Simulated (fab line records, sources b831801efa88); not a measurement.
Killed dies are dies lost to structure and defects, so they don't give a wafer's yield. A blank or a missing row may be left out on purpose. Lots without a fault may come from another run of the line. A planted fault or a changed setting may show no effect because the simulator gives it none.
Which tool did it? | flow gf180mcu | 6 lots, 18 wafers sampled, at 3 steps of a route of 602

WHAT THE GAUGES READ, wafer by wafer
GF_HV_LDD_TW_MEAS_23.
lot  | measured     | on            | HV_LDD_2_TW
L526 | day 11 17:02 | film_metro-01 | 1072 1068 1066
L528 | day 12 03:56 | film_metro-03 | 1053 1045 1056
L534 | day 13 13:40 | film_metro-03 | 1045 1046 1052
L542 | day 16 03:16 | film_metro-01 | 30 30 30
L546 | day 17 05:45 | film_metro-03 | 1050 1054 1053
L548 | day 17 18:52 | film_metro-01 | 1066 1064 1065

WHICH TOOL RAN EACH LOT (tool, then ch and the chambers of the sampled wafers, then the start)
lot  | GF_HV_LDD_STRIP_10                   | GF_HV_LDD_STRIP_22
L526 | plasma_asher-01 ch 0, day 10 22:30   | plasma_asher-01 ch 0, day 11 16:55
L528 | plasma_asher-01 ch 0,1, day 11 08:59 | plasma_asher-02 ch 0,1, day 12 03:50
L534 | plasma_asher-02 ch 0,1, day 12 18:17 | plasma_asher-01 ch 0,1, day 13 13:34
L542 | plasma_asher-02 ch 0,1, day 15 04:59 | plasma_asher-01 ch 0,1, day 16 03:10
L546 | plasma_asher-02 ch 0,1, day 16 07:15 | plasma_asher-01 ch 0,1, day 17 05:38
L548 | plasma_asher-01 ch 0,1, day 16 19:41 | plasma_asher-02 ch 0,1, day 17 18:46
- GF_HV_LDD_STRIP_10: strips in O2/N2.
- GF_HV_LDD_STRIP_22: strips in O2/N2.

THE ANSWER, worked out from the rows above alone
Rule: what is usual is taken from the lots themselves. Put in order of their means at a reading, lots are off if they are a third of the lots or fewer, leave a main group of 4 or more, and stand apart from it by a gap of 3 or more times the standard deviation of the main group's means; of several such gaps the widest counts. A main group whose means are all the same, to the digits that the tables above print for the reading, isn't used. A lot without any number at a reading at which 4 lots or more have one is off too. The other lots that the step has rows for count as sound.
Off: L542, at GF_HV_LDD_TW_MEAS_23 (HV_LDD_2_TW). The main group: mean 1057, standard deviation 8.3.
A tool fits if, at a process step before that reading, it ran every lot that is off, and no sound lot after the first of them. The gauges at GF_HV_LDD_TW_MEAS_23 are tried like those tools. None of those tried fits.

WHAT THE SIMULATOR HAD PUT IN
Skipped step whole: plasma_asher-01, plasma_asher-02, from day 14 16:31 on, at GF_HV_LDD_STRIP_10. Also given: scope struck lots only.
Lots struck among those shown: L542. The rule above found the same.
